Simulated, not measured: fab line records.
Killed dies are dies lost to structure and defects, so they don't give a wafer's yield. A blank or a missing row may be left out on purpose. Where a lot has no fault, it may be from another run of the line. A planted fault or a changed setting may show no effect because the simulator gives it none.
Chamber matching    flow gf180mcu    4 sister chambers for GF_V3_CMP_26 on cmp-01
The step polishes, stops on SiO2, t overpolish 15 s, target thk 0 nm. 4 wafers are shown with their chamber, then 7 later ones without.

WAFERS PAIRED WITH THEIR CHAMBERS
wafer   chamber  motor_current_A (A)
L250.5  2        10.4
L261.5  3        9.7
L262.1  0        10.2
L262.3  1        12.2

WAFERS WHOSE CHAMBER IS MISSING
wafer   motor_current_A (A)
L262.5  10.7
L263.2  10.5
L263.3  9.9
L263.5  10.1
L267.2  10.7
L267.3  11.6
L267.4  10.7

THE CHAMBER EACH PASSED THROUGH
wafer   from the rows above           in truth
L262.5  can't be placed: 2 or 0       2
L263.2  can't be placed: 2 or 0       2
L263.3  can't be placed: 3 or 0 or 2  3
L263.5  can't be placed: 0 or 2 or 3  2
L267.2  can't be placed: 2 or 0       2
L267.3  can't be placed: 1 or 2       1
L267.4  can't be placed: 2 or 0       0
0 of 7 placed correctly. Not placeable from these rows: 7 (in 7, the candidates include the true chamber). Wrongly placed: 0.
How it was worked out, from the rows above alone: a wafer's distance from a chamber is the root of the sum, over the readings, of the square of ((its reading less the chamber's mean) divided by the reading's scatter). If the next closest chamber is less than 2 further off than the closest, the wafer can't be placed; otherwise it belongs to the closest. Each chamber's mean is taken over the wafers shown for it. The scatter: with one shown wafer a chamber, the root of the mean of the squares of how far each hidden wafer lies from its nearest shown one.
